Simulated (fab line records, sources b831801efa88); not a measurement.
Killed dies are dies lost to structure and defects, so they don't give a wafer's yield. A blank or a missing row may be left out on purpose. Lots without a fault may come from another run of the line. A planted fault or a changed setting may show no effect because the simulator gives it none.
fab line records | flow gf180mcu
record lots=24 wafers=72 last_day=34
route steps=602 shown POLY_GATE@168 HV_LDD@228 V3@450 V4@481 MIM@522 TOP_METAL@573
lots that met no fault: from a run of the same line without faults
start_h: hours from the record's first day to the start of the lot's first wafer shown | wait_h: hours since the lot's step before | " the same as in the row above | L1.1+2: a row that stands for several wafers | - no value, or no start given | * or withheld: withheld | < > ~ a bound
route shown NAME@n: a module of which the file shows steps, and the number in the route of the first | usual: mean/standard deviation of fault-free wafers | same: alike in all rows | chamber/n: place in a boat | sites: the reading at each site | _std_site: their standard deviation | _edge_site: outer sites' mean less inner sites' | radius_mm: how far each site lies from the wafer's centre | mask NAME#n: copy n | behind: the tool/chamber that last shaped the wafer | hold: why the lot was held/for how many hours/how that ended | device: the transistor (n, p or np) that didn't switch | end of line: the same wafers' tests at the end of the route | a step without rows: its recipe alone | killed: dies lost to structure and defects at the first sort, not the wafer's yield | map: a wafer's dies, x killed, . not, _ none there
set.NAME: the setting as run; set.NAME@STEP: as run at that earlier step | model.NAME: the simulator's own value behind a step, which no gauge read
steps of the route over a sample of lots; a table a step, a row a wafer
services: from which hour (start_h, from the record's first day; less than 0 if before it) a tool's chamber was out of use, for how many hours, and why
## steps
# step GF_POLY_GATE_OVL_MEAS_11
# usual POLY_GATE_OVL=-3/4.9
# columns lot.wafer tool chamber start_h wait_h POLY_GATE_OVL[nm]
L074.2 overlay-01 - 196.80 0.1 0
L074.3 " - " " -1
L074.5 " - " " 4
L075.2 overlay-02 - 202.80 0.1 -8
L075.3 " - " " -9
L075.6 " - " " -9
L076.1 overlay-02 - 210.35 0.1 1
L076.4 " - " " 0
L076.6 " - " " 7
L077.1 overlay-01 - 218.24 0.1 -4
L077.2 " - " " -8
L077.6 " - " " -5
L078.2 overlay-02 - 220.31 0.1 2
L078.3 " - " " -2
L078.6 " - " " 0
L079.4 overlay-02 - 232.46 0.1 -5
L079.5 " - " " 2
L079.6 " - " " 3
L080.4 overlay-02 - 235.26 0.1 -10
L080.5 " - " " -8
L080.6 " - " " -7
L081.2 overlay-02 - 245.76 0.1 -5
L081.4 " - " " -5
L081.6 " - " " -7
L082.1 overlay-01 - 251.34 0.1 -11
L082.2 " - " " 0
L082.6 " - " " -5
L083.1 overlay-01 - 264.24 0.1 -5
L083.4 " - " " -1
L083.5 " - " " -6
L084.4 overlay-02 - 270.66 0.1 1
L084.5 " - " " -8
L084.6 " - " " 1
L085.1 overlay-01 - 276.50 0.1 -5
L085.4 " - " " -8
L085.5 " - " " -10
L086.1 overlay-02 - 282.45 0.1 5
L086.5 " - " " 3
L086.6 " - " " 3
L087.1 overlay-01 - 289.34 0.1 -5
L087.3 " - " " -8
L087.5 " - " " -5
L088.2 overlay-01 - 297.35 0.1 -1
L088.4 " - " " -7
L088.5 " - " " -5
L089.4 overlay-02 - 302.62 0.1 -2
L089.5 " - " " -14
L089.6 " - " " -4
L090.3 overlay-01 - 312.60 0.1 -3
L090.5 " - " " -2
L090.6 " - " " -3
L091.1 overlay-01 - 316.69 0.1 10
L091.4 " - " " -5
L091.5 " - " " 1
L092.4 overlay-01 - 327.81 0.1 -17
L092.5 " - " " -6
L092.6 " - " " -5
L093.1 overlay-01 - 332.94 0.1 -3
L093.3 " - " " -7
L093.4 " - " " 6
L094.3 overlay-02 - 340.31 0.1 -13
L094.4 " - " " -12
L094.5 " - " " -6
L095.1 overlay-02 - 344.94 0.1 -2
L095.5 " - " " -5
L095.6 " - " " -3
L096.4 overlay-02 - 354.41 0.1 -4
L096.5 " - " " -2
L096.6 " - " " -9
L097.2 overlay-02 - 362.19 0.1 -5
L097.4 " - " " -7
L097.5 " - " " 2
# step GF_HV_LDD_RTA_52
# recipe temp_c=1000 time_s=10 ambient=N2
# usual lamp_power_pct=34/3.5 wafer_temp_C_max=1006.4/1.6
# columns lot.wafer tool chamber start_h wait_h lamp_power_pct wafer_temp_C_max
L074.2 rtp_anneal-02 0 273.85 0.0 37 1006.2
L074.3 " 0 " " 37 1010.6
L074.5 " 0 " " 37 1006.2
L075.2 rtp_anneal-02 0 278.76 0.0 37 1005.5
L075.3 " 0 " " 37 1008.8
L075.6 " 0 " " 37 1006.2
L076.1 rtp_anneal-01 0 291.23 0.0 30 1004.6
L076.4 " 0 " " 30 1005.8
L076.6 " 0 " " 30 1004.6
L077.1 rtp_anneal-02 0 296.33 0.0 37 1006.9
L077.2 " 0 " " 37 1005.8
L077.6 " 0 " " 37 1008.9
L078.2 rtp_anneal-02 0 301.31 0.0 37 1008.3
L078.3 " 0 " " 37 1008.5
L078.6 " 0 " " 37 1007.8
L079.4 rtp_anneal-02 0 314.77 0.0 37 1006.4
L079.5 " 0 " " 37 1006.7
L079.6 " 0 " " 37 1007.2
L080.4 rtp_anneal-01 0 316.08 0.0 30 1006.2
L080.5 " 0 " " 30 1005.2
L080.6 " 0 " " 30 1005.1
L081.2 rtp_anneal-01 0 329.10 0.0 30 1003.1
L081.4 " 0 " " 30 1005.1
L081.6 " 0 " " 30 1005.5
L082.1 rtp_anneal-02 0 336.78 0.0 37 1005.8
L082.2 " 0 " " 37 1005.6
L082.6 " 0 " " 37 1008.3
L083.1 rtp_anneal-02 0 348.94 0.0 37 1007.7
L083.4 " 0 " " 37 1006.3
L083.5 " 0 " " 37 1004.9
L084.4 rtp_anneal-02 0 355.08 0.0 37 1007.4
L084.5 " 0 " " 37 1005.1
L084.6 " 0 " " 37 1005.8
L085.1 rtp_anneal-01 0 363.93 0.0 30 1007.0
L085.4 " 0 " " 30 1006.7
L085.5 " 0 " " 30 1004.9
L086.1 rtp_anneal-02 0 370.18 0.0 37 1006.8
L086.5 " 0 " " 37 1007.4
L086.6 " 0 " " 37 1007.9
L087.1 rtp_anneal-01 0 379.24 0.0 30 1006.1
L087.3 " 0 " " 30 1004.3
L087.5 " 0 " " 30 1004.7
L088.2 rtp_anneal-02 0 385.76 0.0 37 1006.9
L088.4 " 0 " " 37 1007.2
L088.5 " 0 " " 37 1008.6
L089.4 rtp_anneal-02 0 392.07 0.0 37 1009.6
L089.5 " 0 " " 37 1006.9
L089.6 " 0 " " 37 1005.6
L090.3 rtp_anneal-02 0 404.22 0.0 37 1005.8
L090.5 " 0 " " 37 1007.8
L090.6 " 0 " " 37 1006.4
L091.1 rtp_anneal-01 0 410.18 0.0 30 1004.1
L091.4 " 0 " " 30 1003.9
L091.5 " 0 " " 30 1004.0
L092.4 rtp_anneal-02 0 420.53 0.0 37 1006.3
L092.5 " 0 " " 37 1007.7
L092.6 " 0 " " 37 1006.4
L093.1 rtp_anneal-01 0 427.54 0.0 30 1004.6
L093.3 " 0 " " 30 1005.4
L093.4 " 0 " " 30 1005.1
L094.3 rtp_anneal-02 0 435.07 0.0 37 1007.8
L094.4 " 0 " " 37 1007.5
L094.5 " 0 " " 37 1006.4
L095.1 rtp_anneal-01 0 440.64 0.0 30 1005.6
L095.5 " 0 " " 30 1005.2
L095.6 " 0 " " 30 1005.2
L096.4 rtp_anneal-01 0 451.08 0.0 30 1004.2
L096.5 " 0 " " 30 1004.7
L096.6 " 0 " " 30 1004.4
L097.2 rtp_anneal-02 0 459.51 0.0 37 1005.0
L097.4 " 0 " " 37 1006.1
L097.5 " 0 " " 37 1007.2
# step GF_V3_SPUTTER_21
# recipe material=Ti target_thk_nm=15 chamber_pressure_pa=5 power_w=2500 substrate_temp_c=200 time_s=80.02
# usual throttle_valve_pct=30.4/1.1
# columns lot.wafer tool chamber start_h wait_h throttle_valve_pct
L074.2 pvd_sputter-04 - 516.76 0.0 29.6
L074.3 " - " " 29.5
L074.5 " - " " 29.8
L075.2 pvd_sputter-03 - 519.95 0.0 32.2
L075.3 " - " " 29.7
L075.6 " - " " 32.1
L076.1 pvd_sputter-03 - 534.16 0.0 32.1
L076.4 " - " " 31.0
L076.6 " - " " 32.0
L077.1 pvd_sputter-04 - 542.84 0.0 30.0
L077.2 " - " " 29.5
L077.6 " - " " 29.9
L078.2 pvd_sputter-01 - 546.14 0.0 30.6
L078.3 " - " " 31.2
L078.6 " - " " 31.2
L079.4 pvd_sputter-01 - 559.39 0.0 28.5
L079.5 " - " " 31.3
L079.6 " - " " 28.4
L080.4 pvd_sputter-01 - 565.75 0.0 31.4
L080.5 " - " " 31.0
L080.6 " - " " 28.5
L081.2 pvd_sputter-01 - 572.57 0.0 31.3
L081.4 " - " " 30.3
L081.6 " - " " 28.6
L082.1 pvd_sputter-04 - 582.43 0.0 29.8
L082.2 " - " " 29.7
L082.6 " - " " 30.9
L083.1 pvd_sputter-01 - 595.84 0.0 31.1
L083.4 " - " " 30.3
L083.5 " - " " 31.1
L084.4 pvd_sputter-01 - 598.68 0.0 30.3
L084.5 " - " " 30.3
L084.6 " - " " 28.5
L085.1 pvd_sputter-03 - 612.29 0.0 32.1
L085.4 " - " " 30.9
L085.5 " - " " 29.6
L086.1 pvd_sputter-03 - 617.33 0.0 32.0
L086.5 " - " " 32.3
L086.6 " - " " 29.7
L087.1 pvd_sputter-03 - 620.49 0.0 31.9
L087.3 " - " " 29.8
L087.5 " - " " 32.1
L088.2 pvd_sputter-03 - 630.48 0.0 31.2
L088.4 " - " " 29.7
L088.5 " - " " 29.7
L089.4 pvd_sputter-03 - 634.72 0.0 31.9
L089.5 " - " " 32.0
L089.6 " - " " 31.3
L090.3 pvd_sputter-01 - 641.48 0.0 30.4
L090.5 " - " " 28.6
L090.6 " - " " 31.1
L091.1 pvd_sputter-01 - 654.54 0.0 30.5
L091.4 " - " " 31.4
L091.5 " - " " 30.2
L092.4 pvd_sputter-04 - 657.88 0.0 29.7
L092.5 " - " " 29.8
L092.6 " - " " 29.8
L093.1 pvd_sputter-01 - 661.73 0.0 30.5
L093.3 " - " " 30.2
L093.4 " - " " 31.0
L094.3 pvd_sputter-01 - 671.33 0.0 30.4
L094.4 " - " " 30.2
L094.5 " - " " 31.0
L095.1 pvd_sputter-01 - 676.74 0.0 31.1
L095.5 " - " " 30.4
L095.6 " - " " 28.5
L096.4 pvd_sputter-01 - 681.58 0.0 30.0
L096.5 " - " " 28.6
L096.6 " - " " 31.2
L097.2 pvd_sputter-03 - 691.06 0.0 29.6
L097.4 " - " " 32.0
L097.5 " - " " 32.0
# step GF_V4_BOW_MEAS_05
# recipe mode=bow
# usual V4_BOW=135/10
# columns lot.wafer tool chamber start_h wait_h V4_BOW[um]
L074.2 film_metro-04 - 541.41 0.2 129
L074.3 " - " " 125
L074.5 " - " " 133
L075.2 film_metro-02 - 545.46 0.2 155
L075.3 " - " " 139
L075.6 " - " " 143
L076.1 film_metro-02 - 558.43 0.1 133
L076.4 " - " " 146
L076.6 " - " " 151
L077.1 film_metro-03 - 567.24 0.2 132
L077.2 " - " " 124
L077.6 " - " " 142
L078.2 film_metro-04 - 570.31 0.1 133
L078.3 " - " " 130
L078.6 " - " " 128
L079.4 film_metro-02 - 583.56 0.2 122
L079.5 " - " " 126
L079.6 " - " " 114
L080.4 film_metro-04 - 589.99 0.3 147
L080.5 " - " " 123
L080.6 " - " " 131
L081.2 film_metro-03 - 596.87 0.2 141
L081.4 " - " " 135
L081.6 " - " " 138
L082.1 film_metro-02 - 605.68 0.2 100
L082.2 " - " " 119
L082.6 " - " " 115
L083.1 film_metro-04 - 618.67 0.2 130
L083.4 " - " " 143
L083.5 " - " " 133
L084.4 film_metro-02 - 622.52 0.3 134
L084.5 " - " " 141
L084.6 " - " " 148
L085.1 film_metro-04 - 634.92 0.2 123
L085.4 " - " " 121
L085.5 " - " " 119
L086.1 film_metro-04 - 638.95 0.1 136
L086.5 " - " " 142
L086.6 " - " " 138
L087.1 film_metro-04 - 643.13 0.2 140
L087.3 " - " " 146
L087.5 " - " " 134
L088.2 film_metro-04 - 652.47 0.3 155
L088.4 " - " " 138
L088.5 " - " " 144
L089.4 film_metro-03 - 657.21 0.3 139
L089.5 " - " " 125
L089.6 " - " " 136
L090.3 film_metro-03 - 663.37 0.2 124
L090.5 " - " " 144
L090.6 " - " " 133
L091.1 film_metro-02 - 675.69 0.1 138
L091.4 " - " " 125
L091.5 " - " " 127
L092.4 film_metro-03 - 678.98 0.2 125
L092.5 " - " " 135
L092.6 " - " " 134
L093.1 film_metro-04 - 683.38 0.2 138
L093.3 " - " " 132
L093.4 " - " " 141
L094.3 film_metro-03 - 692.31 0.3 134
L094.4 " - " " 134
L094.5 " - " " 148
L095.1 film_metro-02 - 697.45 0.1 122
L095.5 " - " " 128
L095.6 " - " " 138
L096.4 film_metro-03 - 702.14 0.3 146
L096.5 " - " " 138
L096.6 " - " " 143
L097.2 film_metro-03 - 711.11 0.2 141
L097.4 " - " " 148
L097.5 " - " " 135
# step GF_MIM_METAL_ETCH_19
# recipe chemistry=Cl2/BCl3 mask_material=NOVOLAK stop_on=Si3N4 target_depth_nm=324.5 pressure_mtorr=8 icp_w=800 bias_w=140 Cl2_flow_sccm=80 bcl3_flow_sccm=40 time_s=54.1
# usual chamber_pressure_mTorr=8.000/0.0093 drypump_motor_current_A=5.8/0.31 oes_product_au=0.943/0.007 throttle_valve_pct=28.281/0.012
# columns lot.wafer tool chamber start_h wait_h chamber_pressure_mTorr drypump_motor_current_A oes_product_au rf_hours_counter_h throttle_valve_pct
L074.2 rie_metal-04 1 586.13 0.1 8.004 6.1 0.944 10 28.260
L074.3 " 0 " " 8.006 5.4 0.933 - 28.291
L074.5 " 1 " " 7.991 6.1 0.936 - 28.278
L075.2 rie_metal-04 1 591.88 0.1 7.993 6.1 0.949 10 28.274
L075.3 " 0 " " 7.989 5.4 0.953 - 28.276
L075.6 " 1 " " 7.997 6.1 0.956 - 28.256
L076.1 rie_metal-01 0 602.58 0.1 7.997 5.9 0.943 3 28.264
L076.4 " 1 " " 8.000 5.5 0.948 - 28.288
L076.6 " 0 " " 7.997 6.0 0.945 - 28.283
L077.1 rie_metal-01 0 612.02 0.1 8.007 5.9 0.938 4 28.285
L077.2 " 1 " " 8.004 5.5 0.947 9 28.267
L077.6 " 0 " " 8.002 6.0 0.936 - 28.287
L078.2 rie_metal-01 1 614.56 0.1 8.007 5.5 0.946 9 28.272
L078.3 " 0 " " 7.999 6.0 0.949 - 28.272
L078.6 " 1 " " 7.988 5.5 0.947 - 28.276
L079.4 rie_metal-04 1 626.88 0.1 7.978 6.1 0.946 - 28.294
L079.5 " 1 " " 7.996 6.1 0.931 - 28.305
L079.6 " 1 " " 8.008 6.1 0.938 - 28.287
L080.4 rie_metal-04 1 632.93 0.1 8.006 6.1 0.946 - 28.280
L080.5 " 1 " " 8.001 6.1 0.943 - 28.276
L080.6 " 1 " " 8.003 6.1 0.937 - 28.277
L081.2 rie_metal-04 1 639.00 0.1 7.999 6.1 0.946 - 28.291
L081.4 " 1 " " 7.987 6.1 0.944 - 28.269
L081.6 " 1 " " 8.001 6.1 0.948 - 28.277
L082.1 rie_metal-03 1 648.16 0.1 7.995 6.1 0.950 13 28.271
L082.2 " 0 " " 8.010 5.3 0.953 2 28.268
L082.6 " 1 " " 7.989 6.0 0.948 - 28.272
L083.1 rie_metal-01 1 659.26 0.1 7.993 5.5 0.932 10 28.302
L083.4 " 1 " " 8.009 5.5 0.942 - 28.283
L083.5 " 0 " " 8.003 5.9 0.935 - 28.279
L084.4 rie_metal-01 0 663.20 0.1 7.996 6.0 0.951 - 28.258
L084.5 " 1 " " 7.993 5.5 0.944 - 28.274
L084.6 " 0 " " 7.996 6.0 0.943 - 28.277
L085.1 rie_metal-04 1 676.73 0.1 8.004 6.1 0.938 14 28.285
L085.4 " 1 " " 8.000 6.1 0.940 - 28.284
L085.5 " 1 " " 8.004 6.1 0.939 - 28.286
L086.1 rie_metal-01 0 680.38 0.1 8.003 6.0 0.943 6 28.270
L086.5 " 1 " " 8.010 5.5 0.931 - 28.292
L086.6 " 0 " " 8.001 6.0 0.942 - 28.290
L087.1 rie_metal-04 0 683.01 0.1 8.007 5.4 0.941 1 28.292
L087.3 " 1 " " 7.995 6.1 0.948 - 28.294
L087.5 " 1 " " 7.990 6.1 0.941 - 28.276
L088.2 rie_metal-01 1 691.81 0.1 7.995 5.5 0.937 11 28.307
L088.4 " 0 " " 8.002 5.9 0.934 - 28.287
L088.5 " 0 " " 8.000 5.9 0.941 - 28.301
L089.4 rie_metal-01 1 696.75 0.1 7.997 5.5 0.932 - 28.304
L089.5 " 0 " " 8.011 5.9 0.950 - 28.276
L089.6 " 1 " " 8.008 5.5 0.932 - 28.314
L090.3 rie_metal-03 1 703.20 0.1 8.009 6.0 0.950 - 28.276
L090.5 " 0 " " 8.011 5.3 0.957 - 28.274
L090.6 " 1 " " 8.066 6.0 0.937 - 28.286
L091.1 rie_metal-01 1 714.77 0.1 7.995 5.5 0.948 12 28.277
L091.4 " 0 " " 7.999 6.0 0.938 - 28.294
L091.5 " 0 " " 7.996 6.0 0.941 - 28.281
L092.4 rie_metal-03 0 718.24 0.1 7.997 5.3 0.942 - 28.294
L092.5 " 1 " " 8.005 6.0 0.923 - 28.313
L092.6 " 0 " " 8.008 5.3 0.934 - 28.273
L093.1 rie_metal-04 1 722.38 0.1 7.984 6.1 0.953 0 28.263
L093.3 " 1 " " 7.997 6.1 0.957 - 28.272
L093.4 " 0 " " 8.000 5.4 0.954 - 28.267
L094.3 rie_metal-04 1 730.64 0.1 7.994 6.1 0.939 - 28.285
L094.4 " 0 " " 7.993 5.4 0.944 - 28.271
L094.5 " 0 " " 7.996 5.4 0.947 - 28.265
L095.1 rie_metal-01 1 735.61 0.1 8.015 5.5 0.944 13 28.269
L095.5 " 0 " " 7.999 6.0 0.933 - 28.297
L095.6 " 1 " " 8.008 5.5 0.943 - 28.281
L096.4 rie_metal-04 1 739.75 0.1 8.008 6.1 0.946 - 28.286
L096.5 " 0 " " 7.998 5.4 0.949 - 28.278
L096.6 " 1 " " 7.998 6.1 0.947 - 28.281
L097.2 rie_metal-03 0 747.93 0.1 8.011 5.3 0.946 7 28.278
L097.4 " 0 " " 7.990 5.3 0.942 - 28.286
L097.5 " 0 " " 8.002 5.3 0.956 - 28.266
# step GF_TOP_METAL_THK_MEAS_06
# recipe thk_meas_gauge=xrf reads=AlCu_of_TOP_METAL_SPUTTER_02
# usual TOP_METAL_ALCU_THK=901/12
# columns lot.wafer tool chamber start_h wait_h TOP_METAL_ALCU_THK[nm]
L074.2 film_metro-02 - 630.30 0.1 897
L074.3 " - " " 904
L074.5 " - " " 901
L075.2 film_metro-02 - 636.07 0.1 904
L075.3 " - " " 909
L075.6 " - " " 910
L076.1 film_metro-02 - 646.45 0.1 902
L076.4 " - " " 908
L076.6 " - " " 909
L077.1 film_metro-04 - 655.99 0.1 905
L077.2 " - " " 912
L077.6 " - " " 912
L078.2 film_metro-04 - 657.80 0.1 925
L078.3 " - " " 922
L078.6 " - " " 910
L079.4 film_metro-01 - 669.96 0.1 899
L079.5 " - " " 896
L079.6 " - " " 906
L080.4 film_metro-01 - 676.28 0.1 899
L080.5 " - " " 902
L080.6 " - " " 893
L081.2 film_metro-02 - 681.82 0.1 903
L081.4 " - " " 914
L081.6 " - " " 899
L082.1 film_metro-04 - 690.15 0.1 903
L082.2 " - " " 896
L082.6 " - " " 902
L083.1 film_metro-01 - 701.12 0.1 876
L083.4 " - " " 890
L083.5 " - " " 878
L084.4 film_metro-04 - 704.00 0.1 896
L084.5 " - " " 886
L084.6 " - " " 902
L085.1 film_metro-01 - 717.95 0.1 885
L085.4 " - " " 907
L085.5 " - " " 881
L086.1 film_metro-01 - 721.11 0.1 916
L086.5 " - " " 900
L086.6 " - " " 904
L087.1 film_metro-01 - 723.55 0.1 906
L087.3 " - " " 889
L087.5 " - " " 898
L088.2 film_metro-04 - 731.85 0.1 911
L088.4 " - " " 926
L088.5 " - " " 932
L089.4 film_metro-01 - 736.27 0.1 890
L089.5 " - " " 917
L089.6 " - " " 892
L090.3 film_metro-01 - 742.57 0.1 912
L090.5 " - " " 914
L090.6 " - " " 897
L091.1 film_metro-02 - 752.15 0.1 896
L091.4 " - " " 914
L091.5 " - " " 917
L092.4 film_metro-04 - 755.63 0.1 896
L092.5 " - " " 902
L092.6 " - " " 906
L093.1 film_metro-01 - 759.72 0.1 897
L093.3 " - " " 907
L093.4 " - " " 895
L094.3 film_metro-04 - 767.51 0.1 901
L094.4 " - " " 894
L094.5 " - " " 894
L095.1 film_metro-01 - 771.59 0.1 875
L095.5 " - " " 902
L095.6 " - " " 874
L096.4 film_metro-04 - 776.45 0.1 888
L096.5 " - " " 875
L096.6 " - " " 892
L097.2 film_metro-02 - 783.34 0.1 896
L097.4 " - " " 894
L097.5 " - " " 898
## services
# columns tool chamber start_h hours kind
rtp_anneal-01 - 250.69 2.5 pm
pvd_sputter-04 - 283.83 2.2 repair
rie_metal-03 1 304.20 1.0 repair
rie_metal-03 1 308.81 4.0 repair
rie_metal-04 - 318.88 2.8 pm
pvd_sputter-04 - 320.38 3.9 repair
rie_metal-01 - 328.91 5.8 repair
rie_metal-03 - 416.80 0.7 repair
rie_metal-01 - 419.96 0.4 repair
rie_metal-04 - 425.69 1.4 pm
pvd_sputter-01 - 426.73 2.6 repair
rie_metal-01 - 436.45 2.8 pm
pvd_sputter-01 - 462.37 2.0 repair
pvd_sputter-01 - 485.51 6.0 repair
pvd_sputter-03 - 509.20 5.1 repair
rie_metal-04 - 511.31 0.3 repair
pvd_sputter-01 - 539.14 2.1 repair
rtp_anneal-02 - 563.87 6.7 pm
pvd_sputter-03 - 571.03 2.8 repair
rtp_anneal-02 - 573.06 36.4 pm
rie_metal-04 0 624.79 7.1 repair
pvd_sputter-01 - 656.23 1.9 repair
pvd_sputter-03 - 700.43 6.0 repair
pvd_sputter-03 - 738.33 6.6 repair
## key
fault none
